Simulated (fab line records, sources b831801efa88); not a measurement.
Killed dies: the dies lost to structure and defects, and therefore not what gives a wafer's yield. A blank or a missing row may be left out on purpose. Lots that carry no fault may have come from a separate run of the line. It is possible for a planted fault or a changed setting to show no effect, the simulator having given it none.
A lot that was struck, set against a sound lot	flow sky130	15 out of 708 route steps
Sound: these wafers, L325.2, L325.3, L325.6. Struck: wafers L339.1, L339.5 (left out: L339.3, a lot-mate that was not struck); the cause follows at the end.
Order at every step that has rows: each side's tool, ch and its chambers, its first start. Under that, the readings that differ: sound wafers	struck wafers	difference of the means	sigmas: that difference in standard deviations of wafers without a fault.
alike: a reading whose means differ by less than 2 such deviations, as well as words and numbers matching on both sides. not compared: withheld readings; readings where some wafer has no value; bounds like >300 that might hide an equal value; numbers whose values overlap and for which the record gives no deviation.
The two part at a step that has a row with sigmas, a row that says differs or no value, or rows on one side only. Non-overlapping numbers with no deviation appear without sigmas and do not part them. Lack of a reading on every wafer of one side parts them only where that side has two or more wafers.

first, 1 step without rows for these wafers: SKY_METAL5_CLEAN_19 (cleans in O3/DIW).
SKY_PASSIVATION_CVD_00: deposits SiO2, target thk 90 nm.
  sound on pecvd-01 ch 0,2, day 44 08:57; struck on pecvd-01 ch 1,2, day 47 21:14
  alike: heater_power_w
SKY_PASSIVATION_THK_MEAS_01:
  struck on film_metro-03, day 47 21:16; sound on film_metro-03, day 44 08:59
  alike: PASSIVATION_CVD_00_THK
SKY_PASSIVATION_CVD_02: deposits Si3N4, target thk 540 nm.
  sound on pecvd-02 ch 0,1, day 44 09:02; struck on pecvd-03 ch 0,2, day 47 21:19
  alike: heater_power_w
SKY_PASSIVATION_THK_MEAS_03:
  struck on film_metro-03, day 47 21:32; sound on film_metro-01, day 44 09:23
  alike: PASSIVATION_CVD_02_THK
then, 7 steps without rows for these wafers: SKY_PASSIVATION_DEHYDRATE_04 (time 60 s); SKY_PASSIVATION_HMDS_05 (prime time 60 s); SKY_PASSIVATION_COAT_06 (resist thk 3000 nm); SKY_PASSIVATION_SOFTBAKE_07; SKY_PASSIVATION_EXPOSE_08 (exposes mask NSM, target cd 3000 nm); SKY_PASSIVATION_PEB_09; SKY_PASSIVATION_DEVELOP_10 (develop time 60 s).
SKY_PASSIVATION_ETCH_11: etches the open film in CF4/O2, stops on AlCu, target depth 725 nm, time 161.1 s.
  sound on rie_diel-02 ch 0,1, day 45 07:02; struck on rie_diel-01 ch 0, day 48 16:38
reading	sound	struck	difference	sigmas
oes_product_au (a.u.)	0.980 0.978 0.987	0.997 1.001	+0.017	+3
run_length_s (s)	189.9 189.9 190.1	181.1 181.2	-8.8	-19
model.PASSIVATION.feature_depth_nm (nm)	701.6 706.8 706.7	683.7 691.6	-17.4	
model.etch.depth_nm (nm)	701.6 706.8 706.7	683.7 691.6	-17.4	
  alike: O2_flow_sccm, drypump_motor_current_A, throttle_valve_pct
  not compared: rf_hours_counter_h, model.coat_of_PASSIVATION_COAT_06.thk_nm
SKY_PASSIVATION_STRIP_12: strips in O2/N2.
  sound on plasma_asher-02 ch 0,1, day 45 07:08; struck on plasma_asher-01 ch 0, day 48 16:44
reading	sound	struck	difference	sigmas
drypump_motor_current_A (A)	5.6 5.4 5.3	6.6 6.6	+1.2	+2
  alike: oes_product_au, strip_time_to_endpoint_s
  not compared: rf_hours_counter_h
SKY_PAD_OPEN_PROBE_99:
  struck on prober-01, day 49 13:03; sound on prober-02, day 46 06:10
  alike: defect_limited_yield, killed_at_M0_to_M3, killed_at_M4_up, killed_at_contacts, killed_at_front_end, killed_at_other, killed_dies, killed_open, killed_short, sort_bin_3_pad_short, sort_bin_5_function, sort_bin_6_memory, sort_n_pass, sort_yield_pct
  not compared: hold

WHERE THEY PART
First at SKY_PASSIVATION_ETCH_11; last, within this record, at SKY_PASSIVATION_STRIP_12. Later steps at which nothing parts them and some readings are alike: SKY_PAD_OPEN_PROBE_99.

WHY: the cause the simulator had injected
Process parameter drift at SKY_PASSIVATION_ETCH_11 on rie_diel-01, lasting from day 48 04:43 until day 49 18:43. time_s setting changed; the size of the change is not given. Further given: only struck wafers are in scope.
